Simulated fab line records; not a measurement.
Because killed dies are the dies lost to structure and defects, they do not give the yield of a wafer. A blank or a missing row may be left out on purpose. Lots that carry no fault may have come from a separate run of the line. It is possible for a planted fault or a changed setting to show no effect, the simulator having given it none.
A struck lot beside a sound one -- flow sky130 -- 15 out of 708 route steps
Sound: the wafers L725.3, L725.4, L725.5. Wafers L730.2, L730.3, L730.5 were the ones struck. Last of all comes the cause.
Each step with rows lists, per side, the tool, then ch with its chambers, then its first start. Under that, the readings that differ: sound wafers -- struck wafers -- difference of the means -- sigmas: that difference in standard deviations of wafers without a fault.
alike: readings with means less than 2 such deviations apart, plus words and numbers identical on both sides. not compared: withheld readings, readings lacking a value on some wafer, bounds such as >300 that could conceal the same value, and numbers that have no deviation in the record and whose values overlap.
Wherever a step has rows on one side only, a row that says differs or no value, or a row with sigmas, the two part there. Numbers that have no deviation but don't overlap get no sigmas and don't part them. A reading that every wafer of one side lacks parts them only if that side has two wafers or more.

first, 3 steps without rows for these wafers: SKY_SD_P_EXPOSE_04 (exposes mask PSDM, target cd 380 nm); SKY_SD_P_PEB_05; SKY_SD_P_DEVELOP_06 (develop time 60 s).
SKY_SD_P_CD_MEAS_07 targets a cd of 380 nm.
  struck on cd-sem-02, day 28 03:47; sound on cd-sem-02, day 25 23:06
  alike: cd-nm
SKY_SD_P_OVL_MEAS_08:
  struck on overlay-02, day 28 03:54; sound on overlay-01, day 25 23:11
  alike: SD_P_OVL
after that, 1 step had no rows for these wafers: SKY_SD_P_IMPLANT_09.
SKY_SD_P_STRIP_10: strips in O2/N2.
  sound on plasma-asher-02 ch 0,1, day 25 23:24; struck on plasma-asher-02 ch 0,1, day 28 04:05
  alike: drypump-motor-current-A, o2-flow-sccm, oes-product-au, strip-time-to-endpoint-s
  not compared: rf-hours-counter-h
SKY_SD_P_TW_MEAS_11:
  struck on film-metro-01, day 28 04:11; sound on film-metro-03, day 25 23:29
  alike: SD_P_TW
then, 4 steps without rows for these wafers: SKY_RES_XHIGH_DEHYDRATE_00 (time 60 s); SKY_RES_XHIGH_HMDS_01 (prime time 60 s); SKY_RES_XHIGH_COAT_02 (resist thk 1140 nm); SKY_RES_XHIGH_SOFTBAKE_03 (time 60 s).
SKY_RES_XHIGH_EXPOSE_04: exposes mask URPM, target cd 1270 nm.
  sound on iline-stepper-01 ch 0, day 26 13:22; struck on iline-stepper-01 ch 0, day 28 17:59
reading,sound,struck,difference,sigmas
mask,URPM#0 URPM#0 URPM#0,URPM_R1#0 URPM_R1#0 URPM_R1#0,differs,
after that, 1 step had no rows for these wafers: SKY_RES_XHIGH_PEB_05.
-- the record jumps here: 19 days lie between the struck wafers' starts before and after (it left off in module RES_XHIGH and takes up again in module PAD_OPEN, whose first step shown is number 708 of the route) --
SKY_PAD_OPEN_PROBE_99:
  record: rows for the struck wafers here (prober-02, day 47 17:40), none for the sound ones

== WHERE THEY PART ==
Last at SKY_PAD_OPEN_PROBE_99 as far as this record goes, first at SKY_RES_XHIGH_EXPOSE_04.

WHY: what had been put in by the simulator
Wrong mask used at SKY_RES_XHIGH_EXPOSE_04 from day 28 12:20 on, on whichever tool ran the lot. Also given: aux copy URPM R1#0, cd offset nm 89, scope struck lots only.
